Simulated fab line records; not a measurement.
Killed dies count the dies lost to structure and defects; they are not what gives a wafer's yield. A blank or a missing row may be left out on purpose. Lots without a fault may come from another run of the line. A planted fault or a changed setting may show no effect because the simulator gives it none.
Matching of chambers + flow gf180mcu + GF_V1_CVD_02 on pecvd-02 has 3 sister chambers
The step deposits SiO2 from TEOS, target thk 850 nm, time 94.851 s. 14 wafers are shown with their chamber, then 7 later ones without.

== WAFERS WITH THEIR CHAMBER ==
| wafer  | chamber | heater power w (W) | rf fwd power W (W) |
|--------|---------|--------------------|--------------------|
| L698.1 | 0       | 733                | 594.5              |
| L698.2 | 1       | 675                | 596.6              |
| L698.5 | 2       | 488                | 596.1              |
| L702.2 | 1       | 607                | 595.1              |
| L702.4 | 2       | 609                | 592.1              |
| L702.6 | 1       | 676                | 597.9              |
| L710.3 | 2       | 591                | 597.3              |
| L710.5 | 0       | 732                | 595.1              |
| L710.6 | 2       | 481                | 596.9              |
| L712.1 | 0       | 777                | 595.9              |
| L712.3 | 1       | 674                | 596.6              |
| L712.5 | 1       | 714                | 597.6              |
| L713.1 | 2       | 518                | 597.4              |
| L713.3 | 0       | 728                | 595.5              |

SIGNATURES, as means of the wafers listed above
| reading        | chamber 0 | chamber 1 | chamber 2 | scatter within a chamber |
|----------------|-----------|-----------|-----------|--------------------------|
| heater power w | 742.50    | 669.20    | 537.40    | 44.3                     |
| rf fwd power W | 595.250   | 596.760   | 595.960   | 1.52                     |
Rule: for each reading, subtract the chamber's mean from the wafer's reading, divide by that reading's scatter and square the result; add these up over the readings and take the root, which gives the wafer's distance from the chamber. If the next closest chamber is less than 2 further off than the closest, the wafer can't be placed; otherwise it belongs to the closest. The scatter: take each reading less its chamber's mean, square it, sum over the shown wafers, divide by the number of wafers less the number of chambers, and take the root.

== WAFERS WITH NO CHAMBER GIVEN ==
| wafer  | heater power w (W) | rf fwd power W (W) |
|--------|--------------------|--------------------|
| L713.5 | 713                | 597.1              |
| L715.2 | 627                | 596.6              |
| L715.3 | 534                | 596.4              |
| L715.5 | 589                | 594.8              |
| L716.1 | 544                | 599.1              |
| L716.3 | 670                | 597.3              |
| L716.5 | 705                | 596.1              |

== WHICH CHAMBER EACH ONE RAN IN ==
| wafer  | from the rows above          | in truth |
|--------|------------------------------|----------|
| L713.5 | can't be placed: 1 or 0      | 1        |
| L715.2 | can't be placed: 1 or 2 or 0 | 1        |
| L715.3 | 2                            | 2        |
| L715.5 | can't be placed: 2 or 1      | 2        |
| L716.1 | can't be placed: 2 or 1      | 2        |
| L716.3 | can't be placed: 1 or 0      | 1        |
| L716.5 | can't be placed: 1 or 0      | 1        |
1 of 7 placed correctly. Can't be placed from these rows: 6 (the true chamber is among the candidates in 6). Number placed wrongly: 0.
